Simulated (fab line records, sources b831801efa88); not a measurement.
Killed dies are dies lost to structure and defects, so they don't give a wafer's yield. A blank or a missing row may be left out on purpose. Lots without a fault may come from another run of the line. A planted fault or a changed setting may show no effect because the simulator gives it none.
One fault seen from 2 desks | flow gf180mcu | each desk has only its own numbers; what lay behind them comes last

THE TOOL OWNER'S DESK: rie_si-01
The tool's own readings at GF_POLY_GATE_ETCH_13 (etches poly-Si in HBr/Cl2, stops on SiO2, target depth 198.5 nm, time 69.6 s): means of the sampled wafers that have a number, for each lot that ran on this tool. A lot is out of limits, marked OUT, if its mean lies more than 4 standard deviations from the usual mean; the brackets give that distance.
Columns: A = drypump_motor_current_A at GF_POLY_GATE_ETCH_13, usual 5.7 A; B = oes_product_au at GF_POLY_GATE_ETCH_13, usual 0.990 a.u.; C = rf_fwd_power_W at GF_POLY_GATE_ETCH_13, usual 396.1 W; D = throttle_valve_pct at GF_POLY_GATE_ETCH_13, usual 33.684 %
lot  | first seen here | A   | B     | C     | D
L281 | day 9 15:27     | 5.5 | 0.991 | 393.7 | 33.687
L292 | day 13 00:24    | 5.8 | 0.999 | 394.9 | 33.690
L293 | day 13 04:00    | 5.6 | 0.995 | 396.3 | 33.679
L294 | day 13 19:14    | 5.8 | 0.994 | 394.8 | 33.682
This desk's finding: nothing out of limits on any of the 4 lots.

THE METROLOGY DESK
What the gauges read, lot by lot, whatever tool the lot ran on: means of the sampled wafers that have a number. A lot is out of limits, marked OUT, if its mean lies more than 4 standard deviations from the usual mean; the brackets give that distance.
Columns: A = POLY_GATE_CVD_00_THK at GF_POLY_GATE_THK_MEAS_01, usual 199.7 nm; B = cd_nm at GF_POLY_GATE_CD_MEAS_10, usual 279.6 nm; C = POLY_GATE_OVL at GF_POLY_GATE_OVL_MEAS_11, usual -3 nm
lot  | first seen here | A     | B     | C
L281 | day 8 22:11     | 198.7 | 279.3 | 2
L285 | day 10 03:32    | 200.3 | 278.4 | 1
L292 | day 12 04:22    | 199.2 | 279.4 | -7
L293 | day 12 09:01    | 199.4 | 280.1 | 2
L294 | day 12 23:07    | 199.6 | 279.5 | -2
L297 | day 13 18:59    | 201.8 | 278.7 | 2
L300 | day 14 18:36    | 198.9 | 279.8 | -1
This desk's finding: nothing out of limits on any of the 7 lots.

PUT TOGETHER
The tool owner's desk saw nothing out of limits.
The metrology desk saw nothing out of limits.

WHAT THE SIMULATOR HAD PUT IN
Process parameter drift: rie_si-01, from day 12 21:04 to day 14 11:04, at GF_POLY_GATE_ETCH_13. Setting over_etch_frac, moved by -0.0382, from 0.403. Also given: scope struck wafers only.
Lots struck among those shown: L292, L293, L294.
